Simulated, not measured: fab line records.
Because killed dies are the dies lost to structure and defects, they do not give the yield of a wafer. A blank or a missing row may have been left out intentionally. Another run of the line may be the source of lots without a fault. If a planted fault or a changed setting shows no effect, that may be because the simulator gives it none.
Chamber matching / flow sky130 / SKY_VIA4_CMP_02 on cmp-02: 4 sister chambers
The step polishes SiO2. 8 wafers are shown with their chamber, then 12 later ones without.

WAFERS PAIRED WITH THEIR CHAMBERS
wafer=L077.6; chamber=0; motor-current-A (A)=11.9
wafer=L085.6; chamber=2; motor-current-A (A)=13.2
wafer=L086.2; chamber=1; motor-current-A (A)=14.5
wafer=L086.4; chamber=0; motor-current-A (A)=12.0
wafer=L086.5; chamber=2; motor-current-A (A)=13.5
wafer=L091.1; chamber=3; motor-current-A (A)=12.0
wafer=L091.3; chamber=1; motor-current-A (A)=14.1
wafer=L091.6; chamber=3; motor-current-A (A)=11.7

WAFERS WHOSE CHAMBER IS MISSING
wafer=L092.1; motor-current-A (A)=14.0
wafer=L092.2; motor-current-A (A)=12.5
wafer=L092.6; motor-current-A (A)=12.5
wafer=L094.1; motor-current-A (A)=12.6
wafer=L094.3; motor-current-A (A)=12.6
wafer=L094.5; motor-current-A (A)=12.6
wafer=L095.1; motor-current-A (A)=12.4
wafer=L095.2; motor-current-A (A)=12.3
wafer=L095.6; motor-current-A (A)=13.8
wafer=L097.2; motor-current-A (A)=12.6
wafer=L097.3; motor-current-A (A)=12.2
wafer=L097.5; motor-current-A (A)=11.6

WHICH CHAMBER EACH WENT THROUGH
wafer=L092.1; from the rows above=can't be placed: 1 or 2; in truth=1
wafer=L092.2; from the rows above=can't be placed: 0 or 3 or 2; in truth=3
wafer=L092.6; from the rows above=can't be placed: 0 or 3 or 2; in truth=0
wafer=L094.1; from the rows above=can't be placed: 0 or 2 or 3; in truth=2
wafer=L094.3; from the rows above=can't be placed: 0 or 2 or 3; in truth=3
wafer=L094.5; from the rows above=can't be placed: 0 or 2 or 3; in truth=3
wafer=L095.1; from the rows above=can't be placed: 0 or 3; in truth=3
wafer=L095.2; from the rows above=can't be placed: 0 or 3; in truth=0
wafer=L095.6; from the rows above=can't be placed: 2 or 1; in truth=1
wafer=L097.2; from the rows above=can't be placed: 0 or 2 or 3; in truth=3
wafer=L097.3; from the rows above=can't be placed: 0 or 3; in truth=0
wafer=L097.5; from the rows above=can't be placed: 3 or 0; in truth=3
Correct placement for 0 of the 12. Cannot be placed on the basis of these rows: 12; the candidates contain the true chamber in 12. Placed wrongly: 0.
How it was worked out, from the rows above alone: a wafer's distance from a chamber is the root of the sum, over the readings, of the square of ((its reading less the chamber's mean) divided by the reading's scatter). The wafer belongs to the nearest chamber; if the next one is less than 2 further off, it can't be placed. The mean given for a chamber averages the wafers shown for that chamber. The scatter: the root of (the sum of the squares of (reading less its chamber's mean) over the shown wafers, divided by (wafers less chambers)).
